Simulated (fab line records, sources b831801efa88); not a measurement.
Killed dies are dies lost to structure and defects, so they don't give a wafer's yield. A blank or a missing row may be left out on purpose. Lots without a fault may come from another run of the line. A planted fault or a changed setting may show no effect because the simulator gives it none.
Chamber matching | flow sky130 | SKY_PASSIVATION_CVD_02 on pecvd-02: 3 sister chambers
The step deposits Si3N4, target thk 540 nm. 3 wafers are shown with their chamber, then 8 later ones without.

WAFERS WITH THEIR CHAMBER
wafer  | chamber | heater_power_w (W)
L196.1 | 0       | 818
L196.5 | 1       | 865
L197.2 | 2       | 552

WAFERS WITHOUT THEIR CHAMBER
wafer  | heater_power_w (W)
L197.4 | 868
L197.6 | 627
L199.1 | 845
L199.3 | 586
L199.4 | 865
L204.2 | 628
L204.4 | 802
L204.6 | 865

WHICH CHAMBER EACH WENT THROUGH
wafer  | from the rows above     | in truth
L197.4 | can't be placed: 1 or 0 | 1
L197.6 | 2                       | 2
L199.1 | can't be placed: 1 or 0 | 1
L199.3 | 2                       | 2
L199.4 | can't be placed: 1 or 0 | 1
L204.2 | 2                       | 2
L204.4 | can't be placed: 0 or 1 | 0
L204.6 | can't be placed: 1 or 0 | 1
Placed correctly: 3 of 8. Can't be placed from these rows: 5 (the true chamber is among the candidates in 5). Placed wrongly: 0.
How it was worked out, from the rows above alone: a wafer's distance from a chamber is the root of the sum, over the readings, of the square of ((its reading less the chamber's mean) divided by the reading's scatter). The wafer belongs to the nearest chamber; if the next one is less than 2 further off, it can't be placed. A chamber's mean is the mean of its shown wafers. The scatter: with one shown wafer a chamber, the root of the mean of the squares of how far each hidden wafer lies from its nearest shown one.
